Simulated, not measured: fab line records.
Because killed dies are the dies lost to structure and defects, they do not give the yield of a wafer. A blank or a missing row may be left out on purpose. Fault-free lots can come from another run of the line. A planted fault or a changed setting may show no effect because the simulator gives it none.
fab line records	flow gf180mcu	part 1 of 2: steps 1 to 26 of 36
[record] lots = 5	wafers = 15	lastDay = 33
route steps=602 shown LVPWELL@59 MVSD@66 MVPSD@78 VT_IMPLANT@90
lots untouched by any fault: they come from a run of this same line in which no faults occurred
startH: the number of hours between the record's first day and the start of the first shown wafer of the lot	waitH: how many hours have passed since the lot's step before this one	" repeats the value in the row above	L1.1+2: a row that stands for several wafers	- no value present, or no start provided	* or withheld: withheld	< > ~ a bound
route shown NAME@n: NAME is a module with steps in the file, n the number in the route of the first one	usual: mean and standard deviation over wafers with no fault	same: alike in all rows	chamber/n: place in a boat	sites: per-site readings	_std_site: standard deviation of those values	_edge_site: mean of outer sites minus mean of inner sites	radiusMm: for every site, how far away it sits from the centre of the wafer	mask NAME#n: copy n	behind: the most recent tool/chamber to have shaped the wafer	hold: what put the lot on hold/how long, in hours/how the hold closed	device: transistor that didn't switch, given as n, p or np	end of line: the same wafers' tests at the end of the route	where a step has no rows: the recipe by itself	killed: dies that structure and defects cost at the first sort, which is not the same as the wafer's yield	map: dies across one wafer; x = killed, . = not, _ = none there
set.NAME: the setting the step ran with; set.NAME@STEP: the setting that earlier step ran with	model.NAME: the simulator's own value behind a step, which no gauge read
lots seen at some steps along the route; tables by step, rows by wafer
services: from which hour (startH, from the record's first day; less than 0 if before it) a tool's chamber was out of use, for how many hours, and why
[[steps]]
[step GF_LVPWELL_PEB_05]
[recipe] tempC = 115	timeS = withheld
[usual] exhaustPa = 44.9/0.93
lot.wafer	tool	chamber	startH	waitH	exhaustPa
L075.2	lithoTrack-04	0	-	-	46.4
L075.3	"	0	"	"	45.5
L075.6	"	0	"	"	45.8
L077.2	lithoTrack-04	0	-	-	45.2
L077.4	"	0	"	"	46.3
L077.5	"	0	"	"	47.2
L082.1	lithoTrack-04	0	-	-	44.2
L082.3	"	0	"	"	44.8
L082.4	"	0	"	"	44.8
L089.2	lithoTrack-01	0	-	-	45.5
L089.5	"	0	"	"	45.9
L089.6	"	0	"	"	45.3
L091.3	lithoTrack-01	0	-	-	44.7
L091.4	"	0	"	"	45.6
L091.5	"	0	"	"	44.1
[step GF_LVPWELL_DEVELOP_06]
[recipe] wallAngleDeg = 90	developTimeS = 60	devTempC = 23
[usual] exhaustPa = 45.2/0.8
lot.wafer	tool	chamber	startH	waitH	exhaustPa
L075.2	lithoTrack-04	0	-	-	44.6
L075.3	"	0	"	"	43.6
L075.6	"	0	"	"	43.6
L077.2	lithoTrack-04	0	-	-	46.0
L077.4	"	0	"	"	46.5
L077.5	"	0	"	"	44.5
L082.1	lithoTrack-04	0	-	-	44.7
L082.3	"	0	"	"	43.3
L082.4	"	0	"	"	45.3
L089.2	lithoTrack-01	0	-	-	46.1
L089.5	"	0	"	"	44.4
L089.6	"	0	"	"	44.5
L091.3	lithoTrack-01	0	-	-	44.9
L091.4	"	0	"	"	44.0
L091.5	"	0	"	"	44.4
[step GF_LVPWELL_OVL_MEAS_07]
[usual] LVPWELL_OVL = -0.4/1.4
lot.wafer	tool	chamber	startH	waitH	LVPWELL_OVL[nm]
L075.2	overlay-02	-	83.85	-	-3.1
L075.3	"	-	"	"	-0.9
L075.6	"	-	"	"	-2.4
L077.2	overlay-01	-	97.25	-	-1.1
L077.4	"	-	"	"	-2.8
L077.5	"	-	"	"	-0.6
L082.1	overlay-01	-	117.99	-	-1.4
L082.3	"	-	"	"	-0.1
L082.4	"	-	"	"	0.7
L089.2	overlay-02	-	162.62	-	1.6
L089.5	"	-	"	"	0.0
L089.6	"	-	"	"	-0.7
L091.3	overlay-02	-	173.12	-	-0.3
L091.4	"	-	"	"	0.6
L091.5	"	-	"	"	-0.2
[step GF_LVPWELL_IMPLANT_08]
[recipe] species = B	energyKev = 170	doseCm2 = 1.5e+13	tiltDeg = 0
[usual] doseIonsCm2 = 1.5001e+13/1.7e+10
lot.wafer	tool	chamber	startH	waitH	doseIonsCm2
L075.2	implanter-04	0	83.90	0.0	1.4999e+13
L075.3	"	0	"	"	1.5004e+13
L075.6	"	0	"	"	1.5003e+13
L077.2	implanter-03	0	97.30	0.0	1.5027e+13
L077.4	"	0	"	"	1.5015e+13
L077.5	"	0	"	"	1.4991e+13
L082.1	implanter-03	0	118.03	0.0	1.5005e+13
L082.3	"	0	"	"	1.5021e+13
L082.4	"	0	"	"	1.5008e+13
L089.2	implanter-04	0	162.67	0.0	1.5007e+13
L089.5	"	0	"	"	1.5e+13
L089.6	"	0	"	"	1.5008e+13
L091.3	implanter-03	0	173.20	0.1	1.4979e+13
L091.4	"	0	"	"	1.5013e+13
L091.5	"	0	"	"	1.4997e+13
[step GF_LVPWELL_IMPLANT_09]
[recipe] species = B	energyKev = 60	doseCm2 = 5e+12	tiltDeg = 0
[usual] doseIonsCm2 = 5.001e+12/5.6e+09
lot.wafer	tool	chamber	startH	waitH	doseIonsCm2
L075.2	implanter-04	0	84.05	0.1	5.007e+12
L075.3	"	0	"	"	5.002e+12
L075.6	"	0	"	"	4.998e+12
L077.2	implanter-03	0	97.45	0.1	5.008e+12
L077.4	"	0	"	"	5.007e+12
L077.5	"	0	"	"	4.999e+12
L082.1	implanter-03	0	118.18	0.1	5.008e+12
L082.3	"	0	"	"	5.001e+12
L082.4	"	0	"	"	5.006e+12
L089.2	implanter-04	0	162.82	0.1	4.998e+12
L089.5	"	0	"	"	4.995e+12
L089.6	"	0	"	"	5.002e+12
L091.3	implanter-03	0	173.35	0.1	4.999e+12
L091.4	"	0	"	"	4.996e+12
L091.5	"	0	"	"	4.998e+12
[step GF_LVPWELL_STRIP_10]
[recipe] chemistry = O2/N2	powerW = 1400	pressureMtorr = 1500	platenTempC = 250	o2FlowSccm = 3000	n2FlowSccm = 300	overashFraction = 0.5
[usual] drypumpMotorCurrentA = 5.6/0.48	heaterPowerW = 349/23	oesProductAu = 0.723/0.0049	stripTimeToEndpointS = 37.01/0.1
lot.wafer	tool	chamber	startH	waitH	drypumpMotorCurrentA	heaterPowerW	oesProductAu	rfHoursCounterH	stripTimeToEndpointS
L075.2	plasmaAsher-04	1	84.18	0.1	6.2	322	0.721	44	37.01
L075.3	"	0	"	"	5.3	367	0.717	-	37.04
L075.6	"	1	"	"	6.2	317	0.719	-	37.04
L077.2	plasmaAsher-04	1	97.58	0.1	6.2	313	0.723	45	37.01
L077.4	"	1	"	"	6.2	325	0.726	-	37.03
L077.5	"	1	"	"	6.2	318	0.719	-	37.00
L082.1	plasmaAsher-01	1	118.33	0.1	5.6	312	0.732	32	36.96
L082.3	"	1	"	"	5.6	310	0.717	-	37.09
L082.4	"	0	"	"	5.7	374	0.723	-	37.05
L089.2	plasmaAsher-01	0	162.95	0.1	5.7	373	0.717	37	37.04
L089.5	"	1	"	"	5.6	314	0.730	-	37.12
L089.6	"	0	"	"	5.7	384	0.730	-	37.07
L091.3	plasmaAsher-02	1	173.48	0.1	4.9	368	0.722	-	37.09
L091.4	"	0	"	"	6.0	353	0.722	-	37.03
L091.5	"	0	"	"	6.0	354	0.718	-	37.11
[step GF_LVPWELL_TW_MEAS_11]
[usual] LVPWELL_TW = 558/6.3
lot.wafer	tool	chamber	startH	waitH	LVPWELL_TW
L075.2	filmMetro-01	-	84.29	0.1	564
L075.3	"	-	"	"	567
L075.6	"	-	"	"	563
L077.2	filmMetro-04	-	97.69	0.1	554
L077.4	"	-	"	"	547
L077.5	"	-	"	"	550
L082.1	filmMetro-01	-	118.43	0.1	569
L082.3	"	-	"	"	565
L082.4	"	-	"	"	564
L089.2	filmMetro-02	-	163.06	0.1	557
L089.5	"	-	"	"	559
L089.6	"	-	"	"	553
L091.3	filmMetro-01	-	173.57	0.1	567
L091.4	"	-	"	"	568
L091.5	"	-	"	"	565
[step GF_MVSD_DEHYDRATE_00]
[recipe] tempC = 200	timeS = 60
[usual] exhaustPa = 45.1/0.86
[same] timeS = 60
lot.wafer	tool	chamber	startH	waitH	exhaustPa
L075.2	lithoTrack-01	0	90.19	5.9	46.0
L075.3	"	0	"	"	44.8
L075.6	"	0	"	"	45.6
L077.2	lithoTrack-01	0	103.14	5.4	45.1
L077.4	"	0	"	"	43.9
L077.5	"	0	"	"	43.8
L082.1	lithoTrack-04	0	124.74	6.3	44.0
L082.3	"	0	"	"	45.6
L082.4	"	0	"	"	44.8
L089.2	lithoTrack-01	0	170.14	7.1	43.0
L089.5	"	0	"	"	43.3
L089.6	"	0	"	"	44.6
L091.3	lithoTrack-04	0	180.69	7.1	44.2
L091.4	"	0	"	"	43.5
L091.5	"	0	"	"	44.6
[step GF_MVSD_HMDS_01]
[recipe] primeTimeS = 60	primeTempC = 120
[usual] exhaustPa = 45.1/0.87
[same] primeTimeS = 60
lot.wafer	tool	chamber	startH	waitH	exhaustPa
L075.2	lithoTrack-01	0	90.34	0.1	43.3
L075.3	"	0	"	"	44.2
L075.6	"	0	"	"	42.6
L077.2	lithoTrack-01	0	103.29	0.1	45.9
L077.4	"	0	"	"	44.5
L077.5	"	0	"	"	44.9
L082.1	lithoTrack-04	0	124.89	0.1	45.5
L082.3	"	0	"	"	45.4
L082.4	"	0	"	"	45.6
L089.2	lithoTrack-01	0	170.29	0.1	44.8
L089.5	"	0	"	"	43.8
L089.6	"	0	"	"	45.0
L091.3	lithoTrack-04	0	180.84	0.1	44.7
L091.4	"	0	"	"	44.2
L091.5	"	0	"	"	43.8
[step GF_MVSD_COAT_02]
[recipe] spinRpm = 2000	resistThkNm = 3000
[usual] dispensePressureKPa = 48/4.9	exhaustPa = 44.7/0.92
lot.wafer	tool	chamber	startH	waitH	dispensePressureKPa	exhaustPa
L075.2	lithoTrack-01	0	90.49	0.1	42	45.1
L075.3	"	0	"	"	42	42.6
L075.6	"	0	"	"	42	43.8
L077.2	lithoTrack-01	0	103.44	0.1	42	44.7
L077.4	"	0	"	"	42	45.2
L077.5	"	0	"	"	42	44.4
L082.1	lithoTrack-04	0	125.04	0.1	49	44.1
L082.3	"	0	"	"	49	43.5
L082.4	"	0	"	"	49	44.6
L089.2	lithoTrack-01	0	170.44	0.1	42	44.6
L089.5	"	0	"	"	42	45.8
L089.6	"	0	"	"	42	44.8
L091.3	lithoTrack-04	0	180.99	0.1	49	46.8
L091.4	"	0	"	"	49	45.9
L091.5	"	0	"	"	49	45.3
[step GF_MVSD_SOFTBAKE_03]
[recipe] tempC = 110	timeS = withheld
[usual] exhaustPa = 45.1/0.91
lot.wafer	tool	chamber	startH	waitH	exhaustPa
L075.2	lithoTrack-01	0	90.65	0.1	46.5
L075.3	"	0	"	"	46.0
L075.6	"	0	"	"	47.1
L077.2	lithoTrack-01	0	103.60	0.1	44.6
L077.4	"	0	"	"	44.7
L077.5	"	0	"	"	44.7
L082.1	lithoTrack-04	0	125.19	0.1	44.6
L082.3	"	0	"	"	46.0
L082.4	"	0	"	"	45.2
L089.2	lithoTrack-01	0	170.60	0.1	44.8
L089.5	"	0	"	"	44.3
L089.6	"	0	"	"	45.1
L091.3	lithoTrack-04	0	181.16	0.1	45.1
L091.4	"	0	"	"	45.6
L091.5	"	0	"	"	45.6
[step GF_MVSD_EXPOSE_04]
[recipe] maskId = MVSD	targetCdNm = 1000	na = 0.6	sourceShape = conventional	sigmaOuter = 0.6	doseMj = 260
lot.wafer	tool	chamber	startH	waitH	mask
L075.2+3+6	ilineStepper-01	0	-	-	MVSD#0
L077.2+4+5	ilineStepper-01	0	-	-	MVSD#0
L082.1+3+4	ilineStepper-01	0	-	-	MVSD#0
L089.2+5+6	ilineStepper-01	0	-	-	MVSD#0
L091.3+4+5	ilineStepper-02	0	-	-	MVSD#0
[step GF_MVSD_PEB_05]
[recipe] tempC = 115	timeS = withheld
[usual] exhaustPa = 45.0/0.85
lot.wafer	tool	chamber	startH	waitH	exhaustPa
L075.2	lithoTrack-01	0	-	-	45.1
L075.3	"	0	"	"	44.9
L075.6	"	0	"	"	45.3
L077.2	lithoTrack-04	0	-	-	45.6
L077.4	"	0	"	"	45.1
L077.5	"	0	"	"	45.9
L082.1	lithoTrack-01	0	-	-	45.3
L082.3	"	0	"	"	45.9
L082.4	"	0	"	"	45.7
L089.2	lithoTrack-04	0	-	-	44.8
L089.5	"	0	"	"	46.0
L089.6	"	0	"	"	43.5
L091.3	lithoTrack-03	0	-	-	45.0
L091.4	"	0	"	"	44.7
L091.5	"	0	"	"	44.9
[step GF_MVSD_DEVELOP_06]
[recipe] wallAngleDeg = 90	developTimeS = 60	devTempC = 23
[usual] exhaustPa = 44.9/0.99
lot.wafer	tool	chamber	startH	waitH	exhaustPa
L075.2	lithoTrack-01	0	-	-	44.2
L075.3	"	0	"	"	45.1
L075.6	"	0	"	"	44.4
L077.2	lithoTrack-04	0	-	-	46.9
L077.4	"	0	"	"	46.3
L077.5	"	0	"	"	44.9
L082.1	lithoTrack-01	0	-	-	43.7
L082.3	"	0	"	"	44.6
L082.4	"	0	"	"	44.0
L089.2	lithoTrack-04	0	-	-	45.8
L089.5	"	0	"	"	43.5
L089.6	"	0	"	"	46.1
L091.3	lithoTrack-03	0	-	-	45.1
L091.4	"	0	"	"	44.4
L091.5	"	0	"	"	45.2
[step GF_MVSD_OVL_MEAS_07]
[usual] MVSD_OVL = 0.3/1.4
lot.wafer	tool	chamber	startH	waitH	MVSD_OVL[nm]
L075.2	overlay-01	-	97.07	-	1.9
L075.3	"	-	"	"	-0.7
L075.6	"	-	"	"	-0.4
L077.2	overlay-01	-	109.90	-	0.4
L077.4	"	-	"	"	-1.2
L077.5	"	-	"	"	-0.9
L082.1	overlay-02	-	132.76	-	4.1
L082.3	"	-	"	"	2.4
L082.4	"	-	"	"	1.9
L089.2	overlay-01	-	178.70	-	0.6
L089.5	"	-	"	"	0.0
L089.6	"	-	"	"	0.2
L091.3	overlay-01	-	189.49	-	0.1
L091.4	"	-	"	"	0.6
L091.5	"	-	"	"	-0.4
[step GF_MVSD_IMPLANT_08]
[recipe] species = P	energyKev = 400	doseCm2 = 1.6e+13	tiltDeg = 0
[usual] doseIonsCm2 = 1.6002e+13/1.5e+10
lot.wafer	tool	chamber	startH	waitH	doseIonsCm2
L075.2	implanter-02	0	97.12	0.0	1.5988e+13
L075.3	"	0	"	"	1.5993e+13
L075.6	"	0	"	"	1.6006e+13
L077.2	implanter-01	0	109.95	0.0	1.5995e+13
L077.4	"	0	"	"	1.5991e+13
L077.5	"	0	"	"	1.6005e+13
L082.1	implanter-04	0	132.80	0.0	1.5992e+13
L082.3	"	0	"	"	1.6002e+13
L082.4	"	0	"	"	1.5998e+13
L089.2	implanter-01	0	178.75	0.0	1.5988e+13
L089.5	"	0	"	"	1.601e+13
L089.6	"	0	"	"	1.5968e+13
L091.3	implanter-02	0	189.56	0.1	1.6021e+13
L091.4	"	0	"	"	1.6001e+13
L091.5	"	0	"	"	1.6e+13
[step GF_MVSD_IMPLANT_09]
[recipe] species = P	energyKev = 100	doseCm2 = 5e+12	tiltDeg = 0
[usual] doseIonsCm2 = 5e+12/5.2e+09
lot.wafer	tool	chamber	startH	waitH	doseIonsCm2
L075.2	implanter-02	0	97.27	0.1	5.004e+12
L075.3	"	0	"	"	5.003e+12
L075.6	"	0	"	"	4.998e+12
L077.2	implanter-01	0	110.10	0.1	5e+12
L077.4	"	0	"	"	4.999e+12
L077.5	"	0	"	"	5.005e+12
L082.1	implanter-04	0	132.95	0.1	5.004e+12
L082.3	"	0	"	"	4.994e+12
L082.4	"	0	"	"	5.003e+12
L089.2	implanter-01	0	178.90	0.1	4.997e+12
L089.5	"	0	"	"	5.003e+12
L089.6	"	0	"	"	4.999e+12
L091.3	implanter-02	0	189.71	0.1	5.003e+12
L091.4	"	0	"	"	4.996e+12
L091.5	"	0	"	"	4.994e+12
[step GF_MVSD_STRIP_10]
[recipe] chemistry = O2/N2	powerW = 1400	pressureMtorr = 1500	platenTempC = 250	o2FlowSccm = 3000	n2FlowSccm = 300	overashFraction = 0.5
[usual] drypumpMotorCurrentA = 5.7/0.4	heaterPowerW = 354/26	oesProductAu = 0.723/0.0042	stripTimeToEndpointS = 37.03/0.097
lot.wafer	tool	chamber	startH	waitH	drypumpMotorCurrentA	heaterPowerW	oesProductAu	rfHoursCounterH	stripTimeToEndpointS
L075.2	plasmaAsher-03	0	97.40	0.1	6.3	359	0.725	48	37.06
L075.3	"	0	"	"	6.4	367	0.726	-	37.05
L075.6	"	1	"	"	5.8	356	0.725	-	37.14
L077.2	plasmaAsher-01	0	110.23	0.1	5.8	395	0.721	31	37.13
L077.4	"	1	"	"	5.6	316	0.726	-	36.96
L077.5	"	0	"	"	5.7	385	0.734	-	37.02
L082.1	plasmaAsher-01	1	133.10	0.1	5.6	318	0.727	34	37.02
L082.3	"	1	"	"	5.6	308	0.722	-	37.04
L082.4	"	0	"	"	5.7	382	0.726	-	37.05
L089.2	plasmaAsher-01	1	179.03	0.1	5.6	325	0.720	38	36.95
L089.5	"	0	"	"	5.7	380	0.724	-	36.83
L089.6	"	1	"	"	5.6	318	0.717	-	36.88
L091.3	plasmaAsher-03	0	189.84	0.1	6.4	348	0.729	-	37.15
L091.4	"	1	"	"	5.8	353	0.718	-	37.17
L091.5	"	1	"	"	5.8	358	0.727	-	37.24
[step GF_MVSD_TW_MEAS_11]
[usual] MVSD_TW = 1574/17
lot.wafer	tool	chamber	startH	waitH	MVSD_TW
L075.2	filmMetro-02	-	97.51	0.1	1558
L075.3	"	-	"	"	1563
L075.6	"	-	"	"	1556
L077.2	filmMetro-01	-	110.34	0.1	1602
L077.4	"	-	"	"	1606
L077.5	"	-	"	"	1591
L082.1	filmMetro-01	-	133.20	0.1	1597
L082.3	"	-	"	"	1592
L082.4	"	-	"	"	1599
L089.2	filmMetro-04	-	179.14	0.1	1560
L089.5	"	-	"	"	1544
L089.6	"	-	"	"	1557
L091.3	filmMetro-02	-	189.93	0.1	1573
L091.4	"	-	"	"	1562
L091.5	"	-	"	"	1571
[step GF_MVPSD_DEHYDRATE_00]
[recipe] tempC = 200	timeS = 60
[usual] exhaustPa = 45.0/0.98
[same] timeS = 60
lot.wafer	tool	chamber	startH	waitH	exhaustPa
L075.2	lithoTrack-03	0	102.85	5.3	44.9
L075.3	"	0	"	"	45.1
L075.6	"	0	"	"	44.4
L077.2	lithoTrack-03	0	115.65	5.3	45.6
L077.4	"	0	"	"	44.9
L077.5	"	0	"	"	45.5
L082.1	lithoTrack-02	0	139.82	6.6	42.5
L082.3	"	0	"	"	44.3
L082.4	"	0	"	"	44.1
L089.2	lithoTrack-04	0	186.51	7.4	45.4
L089.5	"	0	"	"	45.6
L089.6	"	0	"	"	45.8
L091.3	lithoTrack-03	0	197.42	7.5	47.0
L091.4	"	0	"	"	46.3
L091.5	"	0	"	"	46.0
[step GF_MVPSD_HMDS_01]
[recipe] primeTimeS = 60	primeTempC = 120
[usual] exhaustPa = 44.8/0.85
[same] primeTimeS = 60
lot.wafer	tool	chamber	startH	waitH	exhaustPa
L075.2	lithoTrack-03	0	103.00	0.1	45.3
L075.3	"	0	"	"	45.2
L075.6	"	0	"	"	44.2
L077.2	lithoTrack-03	0	115.80	0.1	45.1
L077.4	"	0	"	"	43.2
L077.5	"	0	"	"	44.5
L082.1	lithoTrack-02	0	139.97	0.1	44.4
L082.3	"	0	"	"	44.4
L082.4	"	0	"	"	45.0
L089.2	lithoTrack-04	0	186.66	0.1	44.8
L089.5	"	0	"	"	45.8
L089.6	"	0	"	"	45.4
L091.3	lithoTrack-03	0	197.57	0.1	44.9
L091.4	"	0	"	"	44.6
L091.5	"	0	"	"	44.0
[step GF_MVPSD_COAT_02]
[recipe] spinRpm = 2000	resistThkNm = 3000
[usual] dispensePressureKPa = 51/3.9	exhaustPa = 45.0/0.91
lot.wafer	tool	chamber	startH	waitH	dispensePressureKPa	exhaustPa
L075.2	lithoTrack-03	0	103.15	0.1	54	43.9
L075.3	"	0	"	"	55	44.1
L075.6	"	0	"	"	54	44.6
L077.2	lithoTrack-03	0	115.95	0.1	55	44.0
L077.4	"	0	"	"	55	46.7
L077.5	"	0	"	"	55	45.0
L082.1	lithoTrack-02	0	140.12	0.1	41	45.0
L082.3	"	0	"	"	41	44.3
L082.4	"	0	"	"	41	44.9
L089.2	lithoTrack-04	0	186.81	0.1	49	46.2
L089.5	"	0	"	"	49	46.9
L089.6	"	0	"	"	49	44.9
L091.3	lithoTrack-03	0	197.72	0.1	55	44.1
L091.4	"	0	"	"	55	44.1
L091.5	"	0	"	"	55	45.0
[step GF_MVPSD_SOFTBAKE_03]
[recipe] tempC = 110	timeS = withheld
[usual] exhaustPa = 45.1/0.8
lot.wafer	tool	chamber	startH	waitH	exhaustPa
L075.2	lithoTrack-03	0	103.31	0.1	45.1
L075.3	"	0	"	"	44.8
L075.6	"	0	"	"	44.2
L077.2	lithoTrack-03	0	116.11	0.1	44.9
L077.4	"	0	"	"	44.6
L077.5	"	0	"	"	44.7
L082.1	lithoTrack-02	0	140.27	0.1	44.1
L082.3	"	0	"	"	44.9
L082.4	"	0	"	"	43.5
L089.2	lithoTrack-04	0	186.97	0.1	44.7
L089.5	"	0	"	"	44.8
L089.6	"	0	"	"	45.3
L091.3	lithoTrack-03	0	197.89	0.1	44.5
L091.4	"	0	"	"	46.2
L091.5	"	0	"	"	44.6
[step GF_MVPSD_EXPOSE_04]
[recipe] maskId = MVPSD	targetCdNm = 1000	na = 0.6	sourceShape = conventional	sigmaOuter = 0.6	doseMj = 260
lot.wafer	tool	chamber	startH	waitH	mask
L075.2+3+6	ilineStepper-02	0	-	-	MVPSD#0
L077.2+4+5	ilineStepper-01	0	-	-	MVPSD#0
L082.1+3+4	ilineStepper-01	0	-	-	MVPSD#0
L089.2+5+6	ilineStepper-02	0	-	-	MVPSD#0
L091.3+4+5	ilineStepper-01	0	-	-	MVPSD#0
[step GF_MVPSD_PEB_05]
[recipe] tempC = 115	timeS = withheld
[usual] exhaustPa = 45.1/0.89
lot.wafer	tool	chamber	startH	waitH	exhaustPa
L075.2	lithoTrack-02	0	-	-	45.8
L075.3	"	0	"	"	46.3
L075.6	"	0	"	"	43.2
L077.2	lithoTrack-04	0	-	-	45.1
L077.4	"	0	"	"	46.3
L077.5	"	0	"	"	45.1
L082.1	lithoTrack-04	0	-	-	45.5
L082.3	"	0	"	"	45.6
L082.4	"	0	"	"	44.3
L089.2	lithoTrack-02	0	-	-	43.4
L089.5	"	0	"	"	43.5
L089.6	"	0	"	"	44.6
L091.3	lithoTrack-03	0	-	-	45.6
L091.4	"	0	"	"	44.5
L091.5	"	0	"	"	45.1
[step GF_MVPSD_DEVELOP_06]
[recipe] wallAngleDeg = 90	developTimeS = 60	devTempC = 23
[usual] exhaustPa = 44.8/0.81
lot.wafer	tool	chamber	startH	waitH	exhaustPa
L075.2	lithoTrack-02	0	-	-	45.2
L075.3	"	0	"	"	44.3
L075.6	"	0	"	"	44.8
L077.2	lithoTrack-04	0	-	-	46.0
L077.4	"	0	"	"	44.7
L077.5	"	0	"	"	44.6
L082.1	lithoTrack-04	0	-	-	44.1
L082.3	"	0	"	"	44.2
L082.4	"	0	"	"	44.2
L089.2	lithoTrack-02	0	-	-	43.9
L089.5	"	0	"	"	46.4
L089.6	"	0	"	"	44.5
L091.3	lithoTrack-03	0	-	-	44.0
L091.4	"	0	"	"	44.1
L091.5	"	0	"	"	43.9
